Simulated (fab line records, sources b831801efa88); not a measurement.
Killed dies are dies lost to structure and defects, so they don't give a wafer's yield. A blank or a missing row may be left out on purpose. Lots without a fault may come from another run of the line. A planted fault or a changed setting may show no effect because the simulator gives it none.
Which tool did it? | flow sky130 | 12 lots, 33 wafers sampled, at 5 steps of a route of 708

WHAT THE GAUGES READ, wafer by wafer
The record holds no reading of a measuring or inspecting step that can be judged against a usual standard deviation.

WHICH TOOL RAN EACH LOT (tool, then ch and the chambers of the sampled wafers, then the start)
lot  | SKY_METAL4_SPUTTER_02        | SKY_CAP2M_METAL_ETCH_13           | SKY_METAL4_SOFTBAKE_09            | SKY_METAL4_METAL_ETCH_18          | SKY_PAD_OPEN_PROBE_99
L399 | pvd_sputter-01, day 39 22:19 | rie_metal-03 ch 0,1, day 40 22:49 | litho_track-01 ch 0, day 41 11:00 | rie_metal-02 ch 0,1, day 41 23:11 | -
L402 | pvd_sputter-03, day 40 18:50 | rie_metal-01 ch 0,1, day 41 18:58 | litho_track-04 ch 0, day 42 06:00 | rie_metal-03 ch 0,1, day 42 18:42 | -
L404 | pvd_sputter-03, day 41 11:17 | rie_metal-01 ch 0,1, day 42 10:46 | litho_track-04 ch 0, day 42 23:00 | rie_metal-04 ch 0, day 43 10:57   | -
L407 | pvd_sputter-02, day 42 02:32 | rie_metal-01 ch 1, day 43 01:28   | litho_track-01 ch 0, day 43 12:00 | rie_metal-04 ch 0,1, day 44 00:39 | prober-02, day 47 18:49
L410 | pvd_sputter-03, day 42 14:18 | rie_metal-03 ch 0,1, day 43 12:59 | litho_track-01 ch 0, day 44 01:00 | rie_metal-02 ch 0,1, day 44 12:44 | prober-02, day 48 05:21
L409 | pvd_sputter-03, day 42 18:21 | rie_metal-01 ch 1, day 43 17:28   | litho_track-04 ch 0, day 44 05:00 | rie_metal-03 ch 0,1, day 44 20:00 | -
L415 | pvd_sputter-02, day 44 08:32 | rie_metal-01 ch 0, day 45 05:25   | litho_track-02 ch 0, day 45 17:00 | rie_metal-02 ch 1, day 46 03:52   | -
L416 | pvd_sputter-02, day 44 22:16 | rie_metal-02 ch 0,1, day 45 19:28 | litho_track-04 ch 0, day 46 05:00 | rie_metal-02 ch 0, day 46 16:09   | -
L417 | pvd_sputter-01, day 45 00:07 | rie_metal-02 ch 1, day 45 21:29   | litho_track-04 ch 0, day 46 08:00 | rie_metal-02 ch 1, day 46 20:02   | -
L420 | pvd_sputter-03, day 45 12:31 | rie_metal-03 ch 0,1, day 46 09:55 | litho_track-01 ch 0, day 46 20:00 | rie_metal-02 ch 0,1, day 47 07:08 | -
L421 | pvd_sputter-01, day 45 20:58 | rie_metal-03 ch 0,1, day 46 17:32 | litho_track-02 ch 0, day 47 04:00 | rie_metal-02 ch 0,1, day 47 14:12 | -
L422 | pvd_sputter-01, day 46 00:25 | rie_metal-01 ch 0,1, day 46 21:19 | litho_track-01 ch 0, day 47 07:00 | rie_metal-03 ch 0,1, day 47 17:52 | -
- SKY_METAL4_SPUTTER_02: material AlCu, target thk 735 nm, time 39.1 s.
- SKY_CAP2M_METAL_ETCH_13: etches TiN in Cl2/BCl3, stops on SiO2, target depth 220 nm, time 62.9 s.
- SKY_METAL4_SOFTBAKE_09: time 90 s.
- SKY_METAL4_METAL_ETCH_18: etches the open film in Cl2/BCl3, stops on SiO2, target depth 845 nm, time 183.1 s.
- SKY_PAD_OPEN_PROBE_99

WHAT THE TOOLS THEMSELVES READ (means of the sampled wafers that have a number; where no wafer has one, the mark that the record gives instead)
SKY_METAL4_SPUTTER_02. Usual: throttle_valve_pct 30.1 %, standard deviation 0.9.
lot  | tool           | throttle_valve_pct (%) | flag
L399 | pvd_sputter-01 | 29.2                   |
L402 | pvd_sputter-03 | 30.3                   |
L404 | pvd_sputter-03 | 31.0                   |
L407 | pvd_sputter-02 | 30.5                   |
L410 | pvd_sputter-03 | 30.7                   |
L409 | pvd_sputter-03 | 29.9                   |
L415 | pvd_sputter-02 | 30.2                   |
L416 | pvd_sputter-02 | 30.2                   |
L417 | pvd_sputter-01 | 28.8                   |
L420 | pvd_sputter-03 | 30.5                   |
L421 | pvd_sputter-01 | 29.8                   |
L422 | pvd_sputter-01 | 29.6                   |

SKY_CAP2M_METAL_ETCH_13. Usual: drypump_motor_current_A 5.50 A, standard deviation 0.23; oes_product_au 0.944 a.u., standard deviation 0.0072; throttle_valve_pct 21.899 %, standard deviation 0.01.
lot  | tool         | drypump_motor_current_A (A) | oes_product_au (a.u.) | throttle_valve_pct (%) | flag
L399 | rie_metal-03 | 5.72                        | 0.949                 | 21.898                 |
L402 | rie_metal-01 | 5.65                        | 0.948                 | 21.886                 |
L404 | rie_metal-01 | 5.48                        | 0.946                 | 21.907                 |
L407 | rie_metal-01 | 5.32                        | 0.944                 | 21.901                 |
L410 | rie_metal-03 | 5.67                        | 0.945                 | 21.893                 |
L409 | rie_metal-01 | 5.33                        | 0.946                 | 21.898                 |
L415 | rie_metal-01 | 5.78                        | 0.935                 | 21.910                 |
L416 | rie_metal-02 | 5.25                        | 0.940                 | 21.910                 |
L417 | rie_metal-02 | 5.45                        | 0.947                 | 21.898                 |
L420 | rie_metal-03 | 5.66                        | 0.950                 | 21.890                 |
L421 | rie_metal-03 | 5.75                        | 0.947                 | 21.900                 |
L422 | rie_metal-01 | 5.64                        | 0.942                 | 21.906                 |

SKY_METAL4_SOFTBAKE_09. Usual: heater_power_total_W 57.34 W, standard deviation 0.12; plate_temp_C 100.04 C, standard deviation 0.13.
lot  | tool           | heater_power_total_W (W) | plate_temp_C (C) | flag
L399 | litho_track-01 | 57.23                    | 100.09           |
L402 | litho_track-04 | 57.29                    | 100.03           |
L404 | litho_track-04 | 57.25                    | 100.13           |
L407 | litho_track-01 | 57.37                    | 99.97            |
L410 | litho_track-01 | 57.29                    | 100.21           |
L409 | litho_track-04 | 57.31                    | 100.07           |
L415 | litho_track-02 | 57.53                    | 100.03           |
L416 | litho_track-04 | 57.86                    | 100.62           | OFF
L417 | litho_track-04 | 57.76                    | 100.58           | OFF
L420 | litho_track-01 | 57.36                    | 100.10           |
L421 | litho_track-02 | 57.29                    | 99.99            |
L422 | litho_track-01 | 57.39                    | 99.79            |

SKY_METAL4_METAL_ETCH_18. Usual: drypump_motor_current_A 5.41 A, standard deviation 0.29; oes_product_au 0.864 a.u., standard deviation 0.0052; throttle_valve_pct 22.265 %, standard deviation 0.0095.
lot  | tool         | drypump_motor_current_A (A) | oes_product_au (a.u.) | throttle_valve_pct (%) | flag
L399 | rie_metal-02 | 5.22                        | 0.864                 | 22.272                 |
L402 | rie_metal-03 | 5.65                        | 0.867                 | 22.259                 |
L404 | rie_metal-04 | 4.85                        | 0.877                 | 22.268                 |
L407 | rie_metal-04 | 5.12                        | 0.866                 | 22.268                 |
L410 | rie_metal-02 | 5.34                        | 0.860                 | 22.258                 |
L409 | rie_metal-03 | 5.69                        | 0.861                 | 22.264                 |
L415 | rie_metal-02 | 5.44                        | 0.867                 | 22.265                 |
L416 | rie_metal-02 | 5.11                        | 0.864                 | 22.270                 |
L417 | rie_metal-02 | 5.46                        | 0.865                 | 22.266                 |
L420 | rie_metal-02 | 5.24                        | 0.863                 | 22.272                 |
L421 | rie_metal-02 | 5.21                        | 0.865                 | 22.265                 |
L422 | rie_metal-03 | 5.64                        | 0.866                 | 22.270                 |

SKY_PAD_OPEN_PROBE_99. Usual: defect_limited_yield 82.0 %, standard deviation 2.1; killed_at_M0_to_M3 45, standard deviation 7; killed_at_M4_up 3.4, standard deviation 1.8; killed_at_contacts 24, standard deviation 5.4; killed_at_front_end 16, standard deviation 4.8; killed_at_other 0.4, standard deviation 0.62; killed_dies 89, standard deviation 10; killed_open 48, standard deviation 7.2; killed_short 40, standard deviation 6.3; sort_bin_3_pad_short 0.9 %, standard deviation 0.39; sort_bin_5_function 10.7 %, standard deviation 1.5; sort_bin_6_memory 6.4 %, standard deviation 1.1; sort_n_pass 403, standard deviation 10; sort_yield_pct 82.0 %, standard deviation 2.1.
lot  | tool      | defect_limited_yield (%) | killed_at_M0_to_M3 | killed_at_M4_up | killed_at_contacts | killed_at_front_end | killed_at_other | killed_dies | killed_open | killed_short | sort_bin_3_pad_short (%) | sort_bin_5_function (%) | sort_bin_6_memory (%) | sort_n_pass | sort_yield_pct (%) | flag
L407 | prober-02 | 82.3                     | 37                 | 5.0             | 29                 | 15                  | 1.3             | 87          | 46          | 40           | 0.7                      | 11.1                    | 6.0                   | 405         | 82.3               |
L410 | prober-02 | 81.6                     | 44                 | 4.7             | 26                 | 16                  | 0.0             | 91          | 49          | 41           | 0.9                      | 11.1                    | 6.4                   | 401         | 81.6               |

THE ANSWER, worked out from the rows above alone
Rule: a lot is off if the mean of its wafers that have a number lies more than 3 standard deviations from the usual mean. A lot without any number at a reading at which 4 lots or more have one is off too. The other lots that the step has rows for count as sound. The gauges are gone through in route order, then the tools' own readings, and for those a lot's mean is taken as printed above. The first step at which some lot is off is used, and at that step the reading that is off furthest; a lot without a number counts as furthest.
Off: L416, L417, at SKY_METAL4_SOFTBAKE_09 (plate_temp_C).
A tool fits if, at that step or a process step before it, it ran every lot that is off, and no sound lot after the first of them. Can't be told from this: 2 tools fit, rie_metal-02 at SKY_CAP2M_METAL_ETCH_13, litho_track-04 at SKY_METAL4_SOFTBAKE_09.

WHAT THE SIMULATOR HAD PUT IN
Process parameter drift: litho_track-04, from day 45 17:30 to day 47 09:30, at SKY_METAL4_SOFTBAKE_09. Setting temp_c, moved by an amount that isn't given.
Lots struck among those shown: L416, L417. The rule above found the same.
